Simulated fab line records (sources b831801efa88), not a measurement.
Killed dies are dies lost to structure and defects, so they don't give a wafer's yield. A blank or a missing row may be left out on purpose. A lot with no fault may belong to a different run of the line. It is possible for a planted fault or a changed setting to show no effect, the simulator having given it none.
fab line records | flow sky130
[record] lots = 4 | wafers = 12 | lastDay = 48
route steps=708 shown POLY_CUT@317 SD_P@320 RES_XHIGH@332 SD_N@342 PAD_OPEN@708
lots that met no fault: taken from a fault-free run of the same line
startH: hours from the record's first day to the start of the lot's first wafer shown | waitH: hours since the lot's step before | " repeats the value in the row above | L1.1+2: a single row standing in for several wafers | - value missing, or start not given | * or withheld: withheld | < > ~ a bound
route shown NAME@n: a module of which the file shows steps, and the number in the route of the first | usual: the fault-free wafers' mean and standard deviation | same: alike in all rows | chamber/n: place in a boat | sites: readings site by site | _std_site: standard deviation of those values | _edge_site: mean of outer sites minus mean of inner sites | radiusMm: for every site, how far away it sits from the centre of the wafer | mask NAME#n: copy n | behind: the last tool/chamber to shape the wafer | hold: reason for holding the lot/hours on hold/outcome of the hold | device: which transistor (n, p or np) failed to switch | end of line: tests of these same wafers at the route's end | a step with no rows: only its recipe | killed: dies lost to structure and defects at the first sort, not the wafer's yield | map: a wafer's dies, x killed, . not, _ none there
set.NAME: the setting as run; set.NAME@STEP: as run at that earlier step | model.NAME: the simulator's own value behind a step, which no gauge read
lots seen at some steps along the route; tables by step, rows by wafer
services: a tool's chamber out of use, with start hour (startH, from the record's first day; less than 0 if before it), hours out, and reason
[[steps]]
[step SKY_POLY_CUT_ETCH_10]
[recipe] chemistry = N2/H2 | target = BARC | ionEnergyEv = 200 | sourceW = 500 | biasW = 100 | pressureMtorr = 30 | n2FlowSccm = 100 | h2FlowSccm = 200 | stopOn = SiO2 | timeS = 45.9 | targetDepthA = 600
[step SKY_POLY_CUT_ETCH_11]
[recipe] target = Si3N4 | chemistry = CF4/CH2F2/Ar | stopOn = poly-Si | sourceW = 600 | biasW = 150 | pressureMtorr = 40 | cf4FlowSccm = 40 | ch2f2FlowSccm = 20 | Ar_flow_sccm = 150 | timeS = 42.5 | targetDepthA = 600
[step SKY_POLY_CUT_STRIP_12]
[recipe] chemistry = O2/N2 | powerW = 1400 | pressureMtorr = 1500 | platenTempC = withheld | o2FlowSccm = 3000 | n2FlowSccm = 300 | overashFraction = 0.5
[step SKY_SD_P_DEHYDRATE_00]
[recipe] tempC = 200 | timeS = 60
[step SKY_SD_P_HMDS_01]
[recipe] primeTimeS = 60 | primeTempC = 120
[step SKY_SD_P_COAT_02]
[recipe] resist = NOVOLAK | spinRpm = 3000 | resistThkNm = 1140
[step SKY_SD_P_SOFTBAKE_03]
[recipe] tempC = 90 | timeS = 60 | resist = NOVOLAK
[step SKY_SD_P_EXPOSE_04]
[recipe] maskId = PSDM | na = 0.6 | sourceShape = conventional | sigmaOuter = 0.6 | polarization = unpolarized | targetCdNm = 380 | doseMj = 138
[step SKY_SD_P_PEB_05]
[recipe] tempC = withheld | timeS = * | resist = NOVOLAK
[step SKY_SD_P_DEVELOP_06]
[recipe] resist = NOVOLAK | developer = TMAH | developTimeS = 60 | devTempC = 23
[step SKY_SD_P_IMPLANT_09]
[recipe] species = BF2 | energyKev = 20 | doseCm2 = 3e+15 | tiltDeg = 0
lot.wafer  | tool         | chamber | startH | waitH
L165.4+5+6 | implanter-03 | 0       | 664.69 | 0.1
L166.2+4+5 | implanter-02 | 0       | 671.58 | 0.0
L168.2+3+4 | implanter-03 | 0       | 692.00 | 0.0
L170.2+5+6 | implanter-03 | 0       | 702.38 | 0.0
[step SKY_SD_P_STRIP_10]
[recipe] chemistry = O2/N2 | powerW = 1400 | pressureMtorr = 1500 | platenTempC = withheld | o2FlowSccm = 3000 | n2FlowSccm = 300 | overashFraction = 0.5
[usual] chamberPressureMTorr = 1500.0/1.4 | drypumpMotorCurrentA = 5.7/0.49 | oesProductAu = 0.618/0.0043 | stripTimeToEndpointS = 17.49/0.037
lot.wafer | tool           | chamber | startH | waitH | chamberPressureMTorr | drypumpMotorCurrentA | oesProductAu | rfHoursCounterH | stripTimeToEndpointS
L165.4    | plasmaAsher-04 | 0       | 664.80 | 0.1   | 1500.7               | 6.0                  | 0.624        | -               | 17.46
L165.5    | "              | 1       | "      | "     | 1501.0               | 5.6                  | 0.614        | -               | 17.43
L165.6    | "              | 0       | "      | "     | 1500.4               | 6.0                  | 0.621        | -               | 17.48
L166.2    | plasmaAsher-03 | 1       | 671.71 | 0.1   | 1498.1               | 6.3                  | 0.616        | 87              | 17.47
L166.4    | "              | 1       | "      | "     | 1500.2               | 6.3                  | 0.616        | -               | 17.48
L166.5    | "              | 0       | "      | "     | 1501.3               | 6.1                  | 0.626        | -               | 17.49
L168.2    | plasmaAsher-03 | 1       | 692.13 | 0.1   | 1500.4               | 6.3                  | 0.621        | 89              | 17.28
L168.3    | "              | 1       | "      | "     | 1500.5               | 6.3                  | 0.616        | -               | 17.47
L168.4    | "              | 0       | "      | "     | 1499.2               | 6.2                  | 0.618        | -               | 17.49
L170.2    | plasmaAsher-01 | 0       | 702.51 | 0.1   | 1500.6               | 5.0                  | 0.609        | 58              | 17.29
L170.5    | "              | 0       | "      | "     | 1502.0               | 5.0                  | 0.618        | -               | 17.35
L170.6    | "              | 1       | "      | "     | 1499.4               | 5.4                  | 0.613        | -               | 17.48
[step SKY_RES_XHIGH_DEHYDRATE_00]
[recipe] tempC = 200 | timeS = 60
[step SKY_RES_XHIGH_HMDS_01]
[recipe] primeTimeS = 60 | primeTempC = 120
[step SKY_RES_XHIGH_COAT_02]
[recipe] resist = NOVOLAK | spinRpm = 3000 | resistThkNm = 1140
[step SKY_RES_XHIGH_SOFTBAKE_03]
[recipe] tempC = 90 | timeS = 60 | resist = NOVOLAK
[step SKY_RES_XHIGH_EXPOSE_04]
[recipe] maskId = URPM | na = 0.6 | sourceShape = conventional | sigmaOuter = 0.6 | polarization = unpolarized | targetCdNm = 1270 | doseMj = 140
[step SKY_RES_XHIGH_PEB_05]
[recipe] tempC = withheld | timeS = * | resist = NOVOLAK
[step SKY_RES_XHIGH_DEVELOP_06]
[recipe] resist = NOVOLAK | developer = TMAH | developTimeS = 60 | devTempC = 22.48
[step SKY_RES_XHIGH_IMPLANT_07]
[recipe] species = BF2 | energyKev = 20 | doseCm2 = 3.6e+14 | tiltDeg = 0
[step SKY_RES_XHIGH_STRIP_08]
[recipe] chemistry = O2/N2 | powerW = 1400 | pressureMtorr = 1500 | platenTempC = withheld | o2FlowSccm = 3000 | n2FlowSccm = 300 | overashFraction = 0.5
[step SKY_SD_N_DEHYDRATE_00]
[recipe] tempC = 200 | timeS = 60
[step SKY_SD_N_HMDS_01]
[recipe] primeTimeS = 60 | primeTempC = 120
[step SKY_SD_N_COAT_02]
[recipe] resist = NOVOLAK | spinRpm = 3000 | resistThkNm = 1140
[step SKY_SD_N_SOFTBAKE_03]
[recipe] tempC = 90 | timeS = 60 | resist = NOVOLAK
[step SKY_SD_N_EXPOSE_04]
[recipe] maskId = NSDM | na = 0.6 | sourceShape = conventional | sigmaOuter = 0.6 | polarization = unpolarized | targetCdNm = 380 | doseMj = 141
[step SKY_SD_N_PEB_05]
[recipe] tempC = withheld | timeS = * | resist = NOVOLAK
[step SKY_SD_N_DEVELOP_06]
[recipe] resist = NOVOLAK | developer = TMAH | developTimeS = 60 | devTempC = 23
[step SKY_SD_N_IMPLANT_09]
[recipe] species = As | energyKev = 49.6 | doseCm2 = 4e+15 | tiltDeg = 0
[step SKY_SD_N_IMPLANT_10]
[recipe] species = P | energyKev = 20 | doseCm2 = 1e+14 | tiltDeg = 0
[step SKY_SD_N_STRIP_11]
[recipe] chemistry = O2/N2 | powerW = 1400 | pressureMtorr = 1500 | platenTempC = withheld | o2FlowSccm = 3000 | n2FlowSccm = 300 | overashFraction = 0.5
[step SKY_SD_N_CLEAN_13]
[recipe] chemistry = SC1/SC2 | mix = 1:4:20 | tempC = 70 | timeS = 150 | dry = n2Spin
[step SKY_SD_N_RTA_14]
[recipe] tempC = 1075 | timeS = 2 | idleTempC = 650 | rampUpCPerS = 150 | rampDownCPerS = 90 | ambient = N2
[step SKY_SD_N_RS_MEAS_17]
[recipe] thkMeasGauge = four-point-probe
[usual] SD_P_RS = 147.1/0.33
lot.wafer | tool         | chamber | startH | waitH | SD_P_RS[ohm/sq]
L165.4    | filmMetro-02 | -       | 721.54 | 0.1   | 147.6
L165.5    | "            | -       | "      | "     | 147.2
L165.6    | "            | -       | "      | "     | 147.3
L166.2    | filmMetro-01 | -       | 727.75 | 0.1   | 147.4
L166.4    | "            | -       | "      | "     | 147.3
L166.5    | "            | -       | "      | "     | 147.4
L168.2    | filmMetro-02 | -       | 747.93 | 0.1   | 148.8
L168.3    | "            | -       | "      | "     | 147.4
L168.4    | "            | -       | "      | "     | 147.5
L170.2    | filmMetro-03 | -       | 758.04 | 0.1   | 147.8
L170.5    | "            | -       | "      | "     | 147.8
L170.6    | "            | -       | "      | "     | 147.1
[step SKY_PAD_OPEN_PROBE_99]
[usual] killed_at_M0_to_M3 = 44/6.5 | killed_at_M4_up = 3.0/1.5 | killedAtContacts = 25/5.1 | killedAtFrontEnd = 14/4.1 | killedAtOther = 0.3/0.57 | killedDies = 87/9.5 | killedOpen = 48/6.8 | killedShort = 39/6.2
[same] grossDies = 492 | killedAtBackSide = 0
lot.wafer | tool      | chamber | startH  | waitH | killed_at_M0_to_M3 | killed_at_M4_up | killedAtContacts | killedAtFrontEnd | killedAtOther | killedDies | killedOpen | killedShort | model.etest.resHighPo.lineOhmUm | model.etest.liconHighPo.rcOhm | model.etest.resPdiff.lineOhmUm | model.etest.liconPdiff.rcOhm | model.etest.resHighPo.rsOhmSq | model.etest.resHighPo.rsOhmSqRange | model.etest.resHighPo.rsOhmSqRimLessCentre | model.etest.resPdiffHv.rsOhmSq
L165.4    | prober-02 | -       | 1129.79 | 0.2   | 41                 | 1               | 26               | 17               | 1             | 86         | 50         | 36          | 761                             | 359.6                         | 1365                           | 591.9                        | 262.1                         | 7.609                              | -4.126                                     | 190.7
L165.5    | prober-02 | -       | 1129.84 | 0.2   | 46                 | 9               | 20               | 18               | 0             | 93         | 60         | 33          | 761.5                           | 370.3                         | 1365                           | 592.1                        | 265                           | 8.295                              | -5.017                                     | 189.5
L165.6    | prober-02 | -       | 1129.89 | 0.2   | 36                 | 3               | 27               | 12               | 0             | 78         | 51         | 27          | 747.1                           | 349.9                         | 1346                           | 601.8                        | 259.4                         | 7.187                              | -3.584                                     | 188.2
L166.2    | prober-01 | -       | 1136.58 | 0.1   | 39                 | 2               | 19               | 16               | 0             | 76         | 41         | 35          | 771.4                           | 338.1                         | 1343                           | 576.2                        | 265.3                         | 11.63                              | -6.767                                     | 191.3
L166.4    | prober-01 | -       | 1136.68 | 0.2   | 36                 | 2               | 27               | 12               | 0             | 77         | 50         | 27          | 744.6                           | 361.9                         | 1391                           | 557.8                        | 263.1                         | 8.643                              | -7.362                                     | 189.6
L166.5    | prober-01 | -       | 1136.73 | 0.2   | 59                 | 5               | 23               | 7                | 0             | 94         | 46         | 48          | 740.8                           | 339.4                         | 1344                           | 561                          | 260.1                         | 9.735                              | -7.34                                      | 189.8
L168.2    | prober-01 | -       | 1148.05 | 0.1   | 53                 | 5               | 21               | 15               | 1             | 95         | 46         | 47          | 817.9                           | 432.1                         | 1435                           | 631.1                        | 287.2                         | 31.32                              | -17.85                                     | 201.5
L168.3    | prober-01 | -       | 1148.10 | 0.2   | 49                 | 2               | 29               | 15               | 0             | 95         | 61         | 33          | 743.5                           | 362                           | 1358                           | 605.8                        | 266.8                         | 10.11                              | -8.08                                      | 192.3
L168.4    | prober-01 | -       | 1148.15 | 0.2   | 40                 | 3               | 30               | 18               | 0             | 91         | 44         | 47          | 740.8                           | 358.1                         | 1419                           | 605.7                        | 260.9                         | 9.216                              | -6.987                                     | 193.4
L170.2    | prober-02 | -       | 1159.29 | 0.1   | 41                 | 0               | 16               | 14               | 0             | 71         | 45         | 26          | 864.5                           | 445.8                         | 1438                           | 619                          | 300.5                         | 28.83                              | -15.6                                      | 200.6
L170.5    | prober-02 | -       | 1159.44 | 0.2   | 44                 | 2               | 26               | 16               | 0             | 88         | 54         | 34          | 864.9                           | 431.1                         | 1442                           | 635.1                        | 300.8                         | 33.42                              | -19.24                                     | 198.2
L170.6    | prober-02 | -       | 1159.49 | 0.2   | 46                 | 3               | 20               | 21               | 0             | 90         | 47         | 43          | 757                             | 355.5                         | 1364                           | 560.7                        | 267.6                         | 10.8                               | -3.704                                     | 191
// killed by level:class
L165.4 CONTACT:geometricParticle:open=13 VIA1:geometricParticle:open=8 VIA2:geometricParticle:open=8 VIA3:geometricParticle:open=7 LI_CONTACT:geometricParticle:short=6 FIELD_ISO:geometricParticle:short=5 METAL3:geometricParticle:short=5 LI_CONTACT:geometricParticle:open=4
L165.5 VIA2:geometricParticle:open=12 VIA1:geometricParticle:open=11 CONTACT:geometricParticle:open=10 FIELD_ISO:geometricParticle:open=8 VIA3:geometricParticle:open=8 METAL4:geometricParticle:short=7 METAL1:geometricParticle:short=5 VIA1:geometricParticle:short=5
L165.6 LI_CONTACT:geometricParticle:open=11 CONTACT:geometricParticle:open=11 VIA1:geometricParticle:open=9 VIA3:geometricParticle:open=6 VIA1:geometricParticle:short=5 METAL2:geometricParticle:short=5 FIELD_ISO:geometricParticle:short=4 METAL1:geometricParticle:short=4
L166.2 VIA1:geometricParticle:open=9 CONTACT:geometricParticle:open=7 FIELD_ISO:geometricParticle:open=6 VIA3:geometricParticle:open=6 VIA1:geometricParticle:short=6 VIA2:geometricParticle:open=5 LOCAL_INTERCONNECT:geometricParticle:short=4 METAL2:geometricParticle:short=4
L166.4 VIA1:geometricParticle:open=10 CONTACT:geometricParticle:open=9 VIA2:geometricParticle:open=8 LI_CONTACT:geometricParticle:open=7 VIA3:geometricParticle:open=6 LOCAL_INTERCONNECT:geometricParticle:short=5 METAL2:geometricParticle:short=5 FIELD_ISO:geometricParticle:open=4
L166.5 CONTACT:geometricParticle:open=11 VIA2:geometricParticle:open=11 VIA1:geometricParticle:open=10 VIA3:geometricParticle:open=10 METAL1:geometricParticle:short=7 METAL2:geometricParticle:short=6 VIA1:geometricParticle:short=6 VIA3:geometricParticle:short=5
L168.2 VIA1:geometricParticle:open=9 LI_CONTACT:geometricParticle:open=8 CONTACT:geometricParticle:open=7 METAL2:geometricParticle:short=7 VIA3:geometricParticle:open=7 FIELD_ISO:geometricParticle:short=5 METAL1:geometricParticle:short=5 VIA1:geometricParticle:short=5
L168.3 VIA1:geometricParticle:open=15 CONTACT:geometricParticle:open=14 METAL1:geometricParticle:short=8 VIA3:geometricParticle:open=8 VIA2:geometricParticle:open=7 FIELD_ISO:geometricParticle:short=6 LI_CONTACT:geometricParticle:open=5 FIELD_ISO:geometricParticle:open=4
L168.4 CONTACT:geometricParticle:open=13 VIA1:geometricParticle:open=7 METAL1:geometricParticle:short=5 CONTACT:geometricParticle:short=5 FIELD_ISO:geometricParticle:open=4 POLY_GATE:geometricParticle:short=4 LI_CONTACT:geometricParticle:short=4 LOCAL_INTERCONNECT:geometricParticle:short=4
L170.2 VIA1:geometricParticle:open=11 VIA3:geometricParticle:open=8 CONTACT:geometricParticle:open=7 LI_CONTACT:geometricParticle:open=6 METAL2:geometricParticle:short=4 FIELD_ISO:geometricParticle:open=3 POLY_GATE:geometricParticle:short=3 POLY_GATE:geometricParticle:open=3
L170.5 CONTACT:geometricParticle:open=13 VIA1:geometricParticle:open=13 FIELD_ISO:geometricParticle:open=7 METAL3:geometricParticle:short=6 VIA1:geometricParticle:short=5 LI_CONTACT:geometricParticle:open=4 LOCAL_INTERCONNECT:geometricParticle:short=4 METAL1:geometricParticle:short=3
L170.6 CONTACT:geometricParticle:open=10 METAL1:geometricParticle:short=9 VIA3:geometricParticle:open=7 VIA2:geometricParticle:open=7 VIA1:geometricParticle:open=7 FIELD_ISO:geometricParticle:short=6 POLY_GATE:geometricParticle:short=6 METAL2:geometricParticle:short=6
[[services]]
tool           | chamber | startH | hours | kind
implanter-02   | -       | 663.43 | 3.1   | pm
plasmaAsher-01 | -       | 663.86 | 1.5   | repair
[[key]]
[firstSign] step = SKY_SD_P_STRIP_10 | reading = stripTimeToEndpointS | direction = down | sigmas = 4.9 | usual = * | struck = *
[effect] step = SKY_SD_N_RS_MEAS_17 | reading = SD_P_RS | direction = up | sigmas = 3.1 | usual = 147.1 | struck = 148.1
[modelEffect] step = SKY_PAD_OPEN_PROBE_99 | value = etest.resHighPo.lineOhmUm | without = 764.9 | struck = 849.1
metAt SKY_SD_P_IMPLANT_09
struckWafers L168.2,L170.2,L170.5
testerLeftOut L168,L170
onsetBetween 664.69 692.00
[fault] kind = processParameterDrift | tool = implanter-03 | chamber = - | onsetH = 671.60 | steps = SKY_SD_P_IMPLANT_09 | channel = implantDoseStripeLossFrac | offset = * | shape = step | endH = 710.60 | scope = struckWafersOnly
// testerLeftOut: of these lots the tester's yield and bins aren't shown, on N5 and GAA mostly nor the transistor test; their killed dies are dies lost to structure and defects alone, not to doping, threshold or leakage, so they don't give the yield
